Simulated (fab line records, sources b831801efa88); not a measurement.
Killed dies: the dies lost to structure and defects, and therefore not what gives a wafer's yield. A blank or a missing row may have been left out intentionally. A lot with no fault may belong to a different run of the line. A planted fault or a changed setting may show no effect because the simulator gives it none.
fab line records    flow sfq_line
[record] lots = 15  wafers = 45  last_day = 77
route steps=325 shown L0V@16 M0@39 M1@68 I1@83
lots untouched by any fault: they come from a run of this same line in which no faults occurred
start_h: the number of hours between the record's first day and the start of the first shown wafer of the lot    wait_h: how many hours have passed since the lot's step before this one    " same as the row above    L1.1+2: one row covering several wafers at once    - no value, or no start given    * or withheld: withheld    < > ~ a bound
route shown NAME@n: NAME is a module with steps in the file, n the number in the route of the first one    usual: the fault-free wafers' mean and standard deviation    same: alike in all rows    chamber/n: place in a boat    sites: per-site readings    _std_site: how widely they spread, as a standard deviation    _edge_site: mean of outer sites minus mean of inner sites    radius_mm: how far each site lies from the wafer's centre    mask NAME#n: copy n    behind: tool/chamber where the wafer was last shaped    hold: why the lot went on hold/how many hours it stayed there/how the hold came to an end    device: names the non-switching transistor (n, p or np)    end of line: at the end of the route, the tests of the same wafers    step lacking rows: just its recipe    killed: not the wafer's yield, but the dies lost to structure and defects at the first sort    map: shows each die of a wafer: x if killed, . if not, _ if none is there
set.NAME: setting as actually run; set.NAME@STEP: the setting as run at that earlier step    model.NAME: the simulator's own value behind a step, which no gauge read
route steps across a sampled set of lots; one table per step, one row per wafer
services: from which hour (start_h, from the record's first day; less than 0 if before it) a tool's chamber was out of use, for how many hours, and why
[[steps]]
[step SFQ_TRILAYER_L0_CAP_PECVD_011]
[recipe] material = SiO2  temp_c = 150  time_s = 13.333  pressure_torr = 2.4  rf_w = 183.3  precursor = SiH4/N2O  target_thk_nm = 60
[usual] heater_power_w = 82/14  throttle_valve_pct = 24.7/1.1
lot.wafer  tool      chamber  start_h  wait_h  heater_power_w  throttle_valve_pct
L941.2     pecvd-01  1        54.12    0.0     94              24.6
L941.3     "         2        "        "       87              23.2
L941.5     "         2        "        "       89              23.2
L942.2     pecvd-03  2        61.32    0.0     77              23.7
L942.4     "         0        "        "       97              24.1
L942.6     "         1        "        "       84              23.5
L943.1     pecvd-02  0        65.10    0.0     69              26.0
L943.3     "         1        "        "       53              26.8
L943.6     "         2        "        "       96              26.0
L944.1     pecvd-01  0        72.12    0.0     71              24.3
L944.2     "         1        "        "       78              24.7
L944.6     "         2        "        "       92              23.0
L945.1     pecvd-03  1        75.90    0.0     87              23.4
L945.3     "         0        "        "       102             24.2
L945.5     "         0        "        "       104             24.1
L946.1     pecvd-02  2        81.72    0.0     104             25.9
L946.2     "         1        "        "       51              26.7
L946.3     "         0        "        "       77              26.0
L947.2     pecvd-03  1        86.52    0.0     89              23.7
L947.3     "         2        "        "       78              23.9
L947.5     "         2        "        "       75              23.7
L951.3     pecvd-02  2        115.50   0.0     104             25.7
L951.5     "         0        "        "       77              26.0
L951.6     "         2        "        "       108             25.9
L951.3     pecvd-02  2        115.69   0.2     104             25.7
L951.5     "         0        "        "       74              26.0
L951.6     "         2        "        "       102             25.9
L952.1     pecvd-03  2        118.94   0.0     76              23.7
L952.2     "         1        "        "       89              23.7
L952.6     "         0        "        "       95              24.7
L956.1     pecvd-02  2        141.64   0.0     105             25.7
L956.4     "         1        "        "       53              26.9
L956.5     "         0        "        "       79              25.9
L956.1     pecvd-02  2        141.83   0.2     105             25.8
L956.4     "         1        "        "       53              26.8
L956.5     "         0        "        "       78              26.0
L958.3     pecvd-02  0        153.51   0.0     73              26.0
L958.5     "         0        "        "       69              25.8
L958.6     "         1        "        "       53              26.6
L960.1     pecvd-01  1        162.16   0.0     83              24.9
L960.2     "         0        "        "       70              24.9
L960.5     "         2        "        "       92              23.3
L960.1     pecvd-01  1        162.35   0.2     83              25.2
L960.2     "         0        "        "       70              24.2
L960.5     "         2        "        "       89              23.4
L961.2     pecvd-03  0        168.18   0.0     98              24.4
L961.3     "         1        "        "       87              23.8
L961.5     "         1        "        "       86              23.7
L962.1     pecvd-02  2        172.98   0.0     103             25.8
L962.4     "         1        "        "       53              26.8
L962.5     "         0        "        "       77              26.0
L964.2     pecvd-01  0        184.43   0.0     78              24.5
L964.5     "         2        "        "       84              23.4
L964.6     "         0        "        "       77              24.8
[step SFQ_TRILAYER_L0_VIA_ETCH_VIA_ETCH_016]
[recipe] target = SiO2  stop_on = MoNx_KI  mask_material = PR  chemistry = CHF3  target_depth_nm = 80  source_w = 500  bias_w = 80  pressure_mtorr = 30  time_s = withheld
[usual] drypump_motor_current_A = 5.86/0.24  oes_product_au = 0.844/0.0083
lot.wafer  tool         chamber  start_h  wait_h  drypump_motor_current_A  oes_product_au
L941.2     rie_diel-02  1        102.52   0.0     6.09                     0.824
L941.3     "            3        "        "       5.79                     0.849
L941.5     "            3        "        "       5.80                     0.862
L942.2     rie_diel-04  3        112.12   0.0     5.82                     0.835
L942.4     "            2        "        "       5.85                     0.846
L942.6     "            2        "        "       5.84                     0.850
L943.1     rie_diel-03  0        118.01   0.0     5.97                     0.828
L943.3     "            2        "        "       5.95                     0.843
L943.6     "            1        "        "       6.09                     0.848
L944.1     rie_diel-04  3        122.92   0.0     5.82                     0.851
L944.2     "            1        "        "       5.80                     0.831
L944.6     "            0        "        "       5.72                     0.852
L945.1     rie_diel-02  0        126.52   0.0     6.00                     0.844
L945.3     "            2        "        "       6.14                     0.845
L945.5     "            1        "        "       6.04                     0.856
L946.1     rie_diel-02  1        130.12   0.0     6.10                     0.844
L946.2     "            0        "        "       6.02                     0.841
L946.3     "            3        "        "       5.79                     0.832
L947.2     rie_diel-04  0        137.35   0.0     5.71                     0.838
L947.3     "            3        "        "       5.79                     0.829
L947.5     "            1        "        "       5.80                     0.838
L951.3     rie_diel-04  2        169.05   0.0     5.83                     1.007
L951.5     "            0        "        "       5.71                     1.028
L951.6     "            1        "        "       5.77                     0.996
L952.1     rie_diel-04  1        172.65   0.0     5.83                     0.858
L952.2     "            0        "        "       5.72                     0.853
L952.6     "            0        "        "       5.71                     0.851
L956.1     rie_diel-03  1        195.45   0.0     6.11                     0.992
L956.4     "            0        "        "       5.98                     1.017
L956.5     "            2        "        "       5.91                     0.997
L958.3     rie_diel-03  2        208.65   0.0     5.93                     0.829
L958.5     "            3        "        "       5.24                     0.845
L958.6     "            0        "        "       6.00                     0.846
L960.1     rie_diel-04  2        217.05   0.0     5.86                     0.994
L960.2     "            0        "        "       5.72                     1.009
L960.5     "            2        "        "       5.84                     0.997
L961.2     rie_diel-03  1        225.45   0.0     6.09                     0.838
L961.3     "            2        "        "       5.95                     0.831
L961.5     "            3        "        "       5.21                     0.847
L962.1     rie_diel-03  1        231.45   0.0     6.09                     0.838
L962.4     "            2        "        "       5.90                     0.851
L962.5     "            3        "        "       5.22                     0.830
L964.2     rie_diel-02  2        245.85   0.0     6.14                     0.834
L964.5     "            2        "        "       6.14                     0.854
L964.6     "            0        "        "       5.99                     0.859
[step SFQ_TRILAYER_M0_BARC_OPEN_METAL_ETCH_031]
[recipe] mask_material = PR  chemistry = O2  target_depth_nm = 125  target = BARC  icp_w = 600  bias_w = 80  pressure_mtorr = 10  time_s = 41.7
[usual] drypump_motor_current_A = 5.7/0.43  he_backside_leak_sccm = 3.4/0.32  oes_product_au = 0.685/0.0046
lot.wafer  tool          chamber  start_h  wait_h  drypump_motor_current_A  he_backside_leak_sccm  oes_product_au  rf_hours_counter_h
L941.2     rie_metal-02  1        156.64   0.0     5.6                      3.4                    0.688           5
L941.3     "             1        "        "       5.6                      3.3                    0.689           -
L941.5     "             0        "        "       6.4                      3.3                    0.684           -
L942.2     rie_metal-01  0        166.24   0.0     5.0                      3.7                    0.678           24
L942.4     "             0        "        "       5.0                      3.6                    0.685           -
L942.6     "             1        "        "       5.8                      3.1                    0.684           -
L943.1     rie_metal-01  0        172.24   0.0     5.0                      3.5                    0.690           25
L943.3     "             0        "        "       5.0                      3.8                    0.686           -
L943.6     "             0        "        "       5.0                      3.6                    0.682           -
L944.1     rie_metal-04  0        177.04   0.0     6.0                      3.3                    0.680           120
L944.2     "             0        "        "       6.0                      3.2                    0.680           -
L944.6     "             0        "        "       6.0                      3.2                    0.690           -
L945.1     rie_metal-02  0        178.68   0.0     6.3                      3.1                    0.683           200
L945.3     "             1        "        "       5.6                      3.5                    0.682           -
L945.5     "             0        "        "       6.4                      3.4                    0.677           -
L946.1     rie_metal-01  0        183.04   0.0     5.0                      3.8                    0.685           27
L946.2     "             1        "        "       5.9                      3.2                    0.690           10
L946.3     "             0        "        "       5.0                      3.7                    0.684           -
L947.2     rie_metal-02  1        191.46   0.0     5.6                      4.9                    0.685           -
L947.3     "             1        "        "       5.6                      3.6                    0.688           -
L947.5     "             1        "        "       5.6                      3.6                    0.694           -
L951.3     rie_metal-04  0        227.48   0.1     6.0                      3.0                    0.676           -
L951.5     "             0        "        "       6.0                      3.1                    0.684           -
L951.6     "             0        "        "       6.0                      3.2                    0.677           -
L952.1     rie_metal-04  0        232.24   0.0     6.0                      3.3                    0.680           139
L952.2     "             0        "        "       6.0                      3.3                    0.683           -
L952.6     "             0        "        "       6.0                      3.4                    0.682           -
L956.1     rie_metal-01  0        255.79   0.0     5.0                      3.7                    0.682           40
L956.4     "             1        "        "       5.8                      3.0                    0.692           -
L956.5     "             1        "        "       5.8                      3.2                    0.680           -
L958.3     rie_metal-01  0        272.51   0.0     5.0                      3.4                    0.684           -
L958.5     "             1        "        "       5.8                      3.3                    0.689           -
L958.6     "             0        "        "       5.0                      3.4                    0.684           -
L960.1     rie_metal-02  0        283.24   0.0     6.3                      3.1                    0.686           15
L960.2     "             1        "        "       5.6                      3.4                    0.692           30
L960.5     "             0        "        "       6.4                      3.0                    0.689           -
L961.2     rie_metal-04  0        292.84   0.0     6.0                      3.3                    0.681           155
L961.3     "             1        "        "       5.8                      3.5                    0.686           -
L961.5     "             0        "        "       6.0                      3.3                    0.681           -
L962.1     rie_metal-02  0        296.44   0.0     6.3                      3.0                    0.680           17
L962.4     "             0        "        "       6.3                      3.0                    0.682           -
L962.5     "             1        "        "       5.6                      3.5                    0.686           -
L964.2     rie_metal-01  0        312.04   0.0     5.0                      3.7                    0.686           48
L964.5     "             1        "        "       5.8                      3.1                    0.680           -
L964.6     "             0        "        "       5.0                      3.6                    0.687           -
[step SFQ_M1_OVL_MEAS_911]
[usual] M1_OVL = -2/6
lot.wafer  tool        chamber  start_h  wait_h  M1_OVL[nm]
L941.2     overlay-02  -        289.21   0.1     -8
L941.3     "           -        "        "       -7
L941.5     "           -        "        "       -4
L942.2     overlay-02  -        300.01   0.1     0
L942.4     "           -        "        "       3
L942.6     "           -        "        "       7
L943.1     overlay-01  -        302.41   0.1     3
L943.3     "           -        "        "       7
L943.6     "           -        "        "       2
L944.1     overlay-02  -        306.01   0.1     -6
L944.2     "           -        "        "       -3
L944.6     "           -        "        "       -9
L945.1     overlay-02  -        309.61   0.1     -4
L945.3     "           -        "        "       -9
L945.5     "           -        "        "       -13
L946.1     overlay-02  -        315.61   0.1     3
L946.2     "           -        "        "       6
L946.3     "           -        "        "       3
L947.2     overlay-02  -        326.41   0.1     -6
L947.3     "           -        "        "       1
L947.5     "           -        "        "       0
L951.3     overlay-01  -        369.62   0.1     -3
L951.5     "           -        "        "       -3
L951.6     "           -        "        "       -8
L952.1     overlay-02  -        374.41   0.1     -5
L952.2     "           -        "        "       -13
L952.6     "           -        "        "       -10
L956.1     overlay-02  -        400.81   0.1     17
L956.4     "           -        "        "       12
L956.5     "           -        "        "       15
L958.3     overlay-02  -        414.77   0.1     1
L958.5     "           -        "        "       -6
L958.6     "           -        "        "       -2
L960.1     overlay-01  -        425.56   0.1     -7
L960.2     "           -        "        "       -5
L960.5     "           -        "        "       -5
L961.2     overlay-02  -        431.56   0.1     1
L961.3     "           -        "        "       -6
L961.5     "           -        "        "       -3
L962.1     overlay-02  -        434.96   0.1     -2
L962.4     "           -        "        "       -2
L962.5     "           -        "        "       -2
L964.2     overlay-01  -        445.86   0.1     5
L964.5     "           -        "        "       5
L964.6     "           -        "        "       -2
[step SFQ_I1_OVL_MEAS_913]
[usual] I1_OVL = 0/5.8
lot.wafer  tool        chamber  start_h  wait_h  I1_OVL[nm]
L941.2     overlay-01  -        399.73   0.1     -2
L941.3     "           -        "        "       -5
L941.5     "           -        "        "       -5
L942.2     overlay-01  -        409.33   0.1     4
L942.4     "           -        "        "       1
L942.6     "           -        "        "       3
L943.1     overlay-02  -        411.73   0.1     1
L943.3     "           -        "        "       1
L943.6     "           -        "        "       2
L944.1     overlay-01  -        415.33   0.1     5
L944.2     "           -        "        "       -4
L944.6     "           -        "        "       -10
L945.1     overlay-02  -        417.73   0.1     -5
L945.3     "           -        "        "       -4
L945.5     "           -        "        "       1
L946.1     overlay-01  -        428.53   0.1     -7
L946.2     "           -        "        "       -6
L946.3     "           -        "        "       -6
L947.2     overlay-02  -        438.13   0.1     -12
L947.3     "           -        "        "       -8
L947.5     "           -        "        "       -8
L951.3     overlay-01  -        500.92   0.1     3
L951.5     "           -        "        "       2
L951.6     "           -        "        "       3
L952.1     overlay-02  -        504.50   0.1     -5
L952.2     "           -        "        "       0
L952.6     "           -        "        "       1
L956.1     overlay-02  -        528.50   0.1     3
L956.4     "           -        "        "       3
L956.5     "           -        "        "       7
L958.3     overlay-01  -        541.72   0.1     7
L958.5     "           -        "        "       9
L958.6     "           -        "        "       7
L960.1     overlay-01  -        558.50   0.1     6
L960.2     "           -        "        "       7
L960.5     "           -        "        "       4
L961.2     overlay-01  -        560.91   0.1     1
L961.3     "           -        "        "       -1
L961.5     "           -        "        "       7
L962.1     overlay-01  -        564.50   0.1     -4
L962.4     "           -        "        "       2
L962.5     "           -        "        "       -3
L964.2     overlay-01  -        575.31   0.1     -1
L964.5     "           -        "        "       -2
L964.6     "           -        "        "       -3
[[services]]
tool          chamber  start_h  hours  kind
pecvd-01      -        64.80    1.9    repair
pecvd-01      -        73.62    2.8    pm
pecvd-01      -        76.37    28.1   pm
rie_diel-04   1        84.93    4.7    repair
pecvd-01      -        110.92   2.9    repair
pecvd-02      1        119.60   6.2    repair
rie_diel-03   1        124.81   1.5    repair
rie_diel-03   3        126.28   4.8    repair
rie_diel-03   -        133.67   2.8    pm
rie_diel-03   0        136.72   6.3    repair
pecvd-01      2        140.81   5.3    repair
rie_diel-04   3        147.96   15.1   repair
pecvd-03      2        151.21   5.5    repair
pecvd-01      -        162.98   0.9    repair
pecvd-01      -        173.21   5.5    pm
rie_diel-04   1        191.93   4.2    repair
rie_diel-04   -        211.37   0.3    repair
rie_metal-02  -        231.02   1.4    pm
rie_metal-01  -        249.43   1.4    repair
rie_diel-04   -        250.12   0.1    repair
rie_diel-03   -        268.84   1.2    repair
rie_metal-02  1        271.23   4.4    repair
rie_metal-01  -        298.66   1.4    pm
rie_diel-04   -        311.40   1.0    repair
[[key]]
[first_sign] step = SFQ_TRILAYER_L0_CAP_PECVD_011  reading = visit  direction = added
[effect] step = SFQ_TRILAYER_L0_VIA_ETCH_VIA_ETCH_016  reading = oes_product_au  direction = up  sigmas = 19  usual = 0.844  struck = 1.004
met_at SFQ_TRILAYER_L0_CAP_PECVD_011
struck_lots L951,L956,L960
not_acting_at SFQ_TRILAYER_M0_BARC_OPEN_METAL_ETCH_031,SFQ_M1_OVL_MEAS_911,SFQ_I1_OVL_MEAS_913
[fault] kind = repeated_step_whole  tool = pecvd-01,pecvd-02,pecvd-03  chamber = -  onset_h = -  steps = SFQ_TRILAYER_L0_CAP_PECVD_011  times = 1  scope = struck_lots_only
